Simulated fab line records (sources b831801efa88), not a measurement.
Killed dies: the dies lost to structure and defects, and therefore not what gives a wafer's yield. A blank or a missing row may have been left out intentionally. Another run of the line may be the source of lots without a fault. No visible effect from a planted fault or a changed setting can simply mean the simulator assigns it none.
Code-filled problem report in 8D (eight disciplines) form	flow gf180mcu	the parts of the form that need people (team, actions taken, sign-off) are left out

== 1. PROBLEM STATEMENT ==
Wafers free of any fault read 1196.5 ohm/sq (standard deviation 2.9) for LVPWELL_RS at GF_VT_IMPLANT_RS_MEAS_48, against a mean of 1213.3 ohm/sq on 2 wafers of 2 lots. That is +5.8 standard deviations from the usual mean.
The step: measures by four-point-probe.
The first sign was on wafer L330.2 at day 12 00:14, on film-metro-02. Wafers with a number at this step in the record: 40, from 14 lots. By rule, "out" or "out of limits" means more than 4 standard deviations away from the usual mean. The other wafers with a number count as sound.

== 2. WHAT IT IS, AND WHAT IT ISN'T ==
question	is	is not
which readings at this step	LVPWELL_RS	-
which lots	L330, L331	L315, L317, L318, L319, L320, L321, L322, L323, L332, L335, L336, L338
which wafers of those lots	L330.2, L331.2	L330.6, L331.6
read on which gauges	film-metro-02	film-metro-03, film-metro-04
when	from day 12 00:14	up to then (25 sound wafers); but 13 sound wafers of L331, L332, L335, L336, L338 came after

== 3. SUSPECTS, AND WHAT RULES EACH OUT ==
Counting: any tool at a process step up to the reading remains a suspect provided it ran every lot that is out. Sound lots after the first of them don't rule it out here, since some wafers of a struck lot are sound.
- the gauge at GF_VT_IMPLANT_RS_MEAS_48: kept. All the wafers that are out were read on film-metro-02, and no step on other tools shows them out.
- implanter-02 at GF_LVPWELL_IMPLANT_08: kept. It ran every lot that is out, first L330 (day 7 13:17); its last sound lot up to then is L323 (day 5 16:10).
Left after counting: implanter-02 at GF_LVPWELL_IMPLANT_08, film-metro-02 at GF_VT_IMPLANT_RS_MEAS_48.

== 4. THE CAUSE (what the simulator had put in) ==
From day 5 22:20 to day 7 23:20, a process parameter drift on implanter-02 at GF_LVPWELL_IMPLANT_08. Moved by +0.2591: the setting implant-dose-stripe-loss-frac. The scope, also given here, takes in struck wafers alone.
2 suspects survive the count, and this tool is in that group.

== 5. SEQUENCE OF EFFECTS, ordered by route ==
Each row: a reading whose mean over the struck wafers that have a number lies more than 3 standard deviations from the usual. Only readings whose record carries a usual standard deviation are examined. hours: median over the lots of the time between each lot's start at the first step of this table that gives one and its start at this step. sigmas: the change, counted in usual standard deviations.
hours	step	reading	usual	on struck wafers	change	sigmas
0	GF_VT_IMPLANT_RS_MEAS_48	LVPWELL_RS	1196.5 ohm/sq	1213.3	+16.8	+5.8

== 6. WHAT WOULD HAVE CAUGHT IT SOONER ==
In this record the first reading out of limits at a measuring or inspecting step was taken at day 12 00:14, 146 hours after the fault began at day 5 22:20.
By day 12 00:14, every lot that is out (2) had started GF_LVPWELL_IMPLANT_08 on implanter-02. Holding the tool at that point would not have protected any of them.
